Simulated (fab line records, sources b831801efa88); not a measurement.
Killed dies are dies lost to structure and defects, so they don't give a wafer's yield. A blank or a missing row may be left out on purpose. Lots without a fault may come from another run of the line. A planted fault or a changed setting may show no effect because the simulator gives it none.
Which tool did it? | flow sky130 | 11 lots, 33 wafers sampled, at 4 steps of a route of 708

WHAT THE GAUGES READ, wafer by wafer
SKY_PWDE_TW_MEAS_10. Usual: PWDE_TW 374.4, standard deviation 2.7.
lot  | measured    | on            | PWDE_TW           | flag
L762 | day 3 18:54 | film_metro-02 | 379.2 379.3 379.8 |
L763 | day 4 01:21 | film_metro-01 | 374.3 374.1 375.5 |
L765 | day 4 10:09 | film_metro-01 | 374.0 374.5 375.7 |
L766 | day 4 15:32 | film_metro-02 | 376.8 377.1 378.2 |
L767 | day 4 22:20 | film_metro-02 | 377.2 376.3 376.9 |
L768 | day 5 08:26 | film_metro-04 | 372.2 373.7 372.2 |
L769 | day 5 13:20 | film_metro-01 | 375.8 375.7 376.4 |
L772 | day 6 03:53 | film_metro-01 | 373.2 372.5 373.6 |
L778 | day 7 12:17 | film_metro-01 | 344.2 344.3 344.1 | OFF
L783 | day 8 20:37 | film_metro-01 | 343.0 342.5 344.4 | OFF
L785 | day 9 11:30 | film_metro-04 | 374.3 374.0 371.2 |

SKY_NWELL_RS_MEAS_31: measures by four-point-probe. Usual: PWDE_RS 5283 ohm/sq, standard deviation 18.
lot  | measured     | on            | PWDE_RS (ohm/sq) | flag
L762 | day 5 05:33  | film_metro-04 | 5270 5240 5258   |
L763 | day 5 12:58  | film_metro-02 | 5287 5298 5292   |
L765 | day 5 23:07  | film_metro-04 | 5272 5293 5273   |
L766 | day 6 03:30  | film_metro-02 | 5302 5313 5325   |
L767 | day 6 11:39  | film_metro-01 | 5302 5261 5286   |
L768 | day 6 22:22  | film_metro-01 | 5262 5263 5277   |
L769 | day 7 03:40  | film_metro-04 | 5272 5295 5278   |
L772 | day 7 19:43  | film_metro-02 | 5303 5288 5293   |
L778 | day 9 06:02  | film_metro-01 | 6592 6601 6619   | OFF
L783 | day 10 18:14 | film_metro-04 | 6556 6529 6559   | OFF
L785 | day 11 10:30 | film_metro-02 | 5261 5265 5279   |

SKY_LI_CONTACT_THK_MEAS_23: measures by xrf. Usual: LI_CONTACT_W_THK 414 nm, standard deviation 7.1.
lot  | measured     | on            | LI_CONTACT_W_THK (nm) | flag
L762 | day 29 06:12 | film_metro-04 | 417 420 413           |
L763 | day 29 18:28 | film_metro-03 | 413 422 420           |
L765 | day 31 01:17 | film_metro-02 | 415 407 405           |
L766 | day 30 19:03 | film_metro-03 | 417 424 409           |
L767 | day 31 07:07 | film_metro-03 | 427 415 426           |
L768 | day 31 18:36 | film_metro-03 | 419 413 415           |
L769 | day 31 21:32 | film_metro-04 | 414 408 419           |
L772 | day 33 05:33 | film_metro-03 | 404 401 412           |
L778 | day 34 05:52 | film_metro-03 | 410 418 405           |
L783 | day 36 02:32 | film_metro-02 | 406 407 410           |
L785 | day 37 02:31 | film_metro-03 | 425 423 425           |

WHICH TOOL RAN EACH LOT (tool, then ch and the chambers of the sampled wafers, then the start)
lot  | SKY_PWDE_IMPLANT_08
L762 | implanter-04 ch 0, day 3 18:42
L763 | implanter-04 ch 0, day 4 01:06
L765 | implanter-02 ch 0, day 4 09:55
L766 | implanter-04 ch 0, day 4 15:20
L767 | implanter-03 ch 0, day 4 22:05
L768 | implanter-04 ch 0, day 5 08:12
L769 | implanter-02 ch 0, day 5 13:06
L772 | implanter-04 ch 0, day 6 03:39
L778 | implanter-04 ch 0, day 7 12:02
L783 | implanter-04 ch 0, day 8 20:24
L785 | implanter-02 ch 0, day 9 11:15
- SKY_PWDE_IMPLANT_08

WHAT THE TOOLS THEMSELVES READ (means of the sampled wafers that have a number; where no wafer has one, the mark that the record gives instead)
SKY_PWDE_IMPLANT_08. Usual: dose_ions_cm2 3.6e+12, standard deviation 3.9e+09; faraday_current_uA 20.4, standard deviation 0.38.
lot  | tool         | dose_ions_cm2 | faraday_current_uA | flag
L762 | implanter-04 | 3.6e+12       | 20.7               |
L763 | implanter-04 | 3.6e+12       | 20.2               |
L765 | implanter-02 | 3.6e+12       | 20.8               |
L766 | implanter-04 | 3.6e+12       | 20.4               |
L767 | implanter-03 | 3.6e+12       | 20.4               |
L768 | implanter-04 | 3.6e+12       | 20.6               |
L769 | implanter-02 | 3.6e+12       | 20.3               |
L772 | implanter-04 | 3.6e+12       | 20.3               |
L778 | implanter-04 | 2.8e+12       | 15.9               | OFF
L783 | implanter-04 | 2.8e+12       | 15.7               | OFF
L785 | implanter-02 | 3.6e+12       | 20.2               |

THE ANSWER, worked out from the rows above alone
Rule: a lot is off if the mean of its wafers that have a number lies more than 3 standard deviations from the usual mean. A lot without any number at a reading at which 4 lots or more have one is off too. The other lots that the step has rows for count as sound. The gauges are gone through in route order, then the tools' own readings, and for those a lot's mean is taken as printed above. The first step at which some lot is off is used, and at that step the reading that is off furthest; a lot without a number counts as furthest.
Off: L778, L783, at SKY_PWDE_TW_MEAS_10 (PWDE_TW).
A tool fits if, at a process step before that reading, it ran every lot that is off, and no sound lot after the first of them. The gauges at SKY_PWDE_TW_MEAS_10 aren't tried: what is off there is off at SKY_PWDE_IMPLANT_08 too, on other tools, and a gauge's error can't cause that. One fits: implanter-04 at SKY_PWDE_IMPLANT_08. Its last sound lot is L772 (day 6 03:39), its first lot that is off L778 (day 7 12:02): a fault that began between those two fits.
The tool's own readings at SKY_PWDE_IMPLANT_08 bear it out: on the lots that are off they differ by more than 5 times the standard deviation of the sound lots' means. dose_ions_cm2 reads 2.8e+12 there against 3.6e+12 on the sound lots; faraday_current_uA reads 15.8 there against 20.4 on the sound lots.

WHAT THE SIMULATOR HAD PUT IN
Process parameter drift: implanter-04, from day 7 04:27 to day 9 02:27, at SKY_PWDE_IMPLANT_08. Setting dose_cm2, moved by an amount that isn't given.
Lots struck among those shown: L778, L783. The rule above found the same.
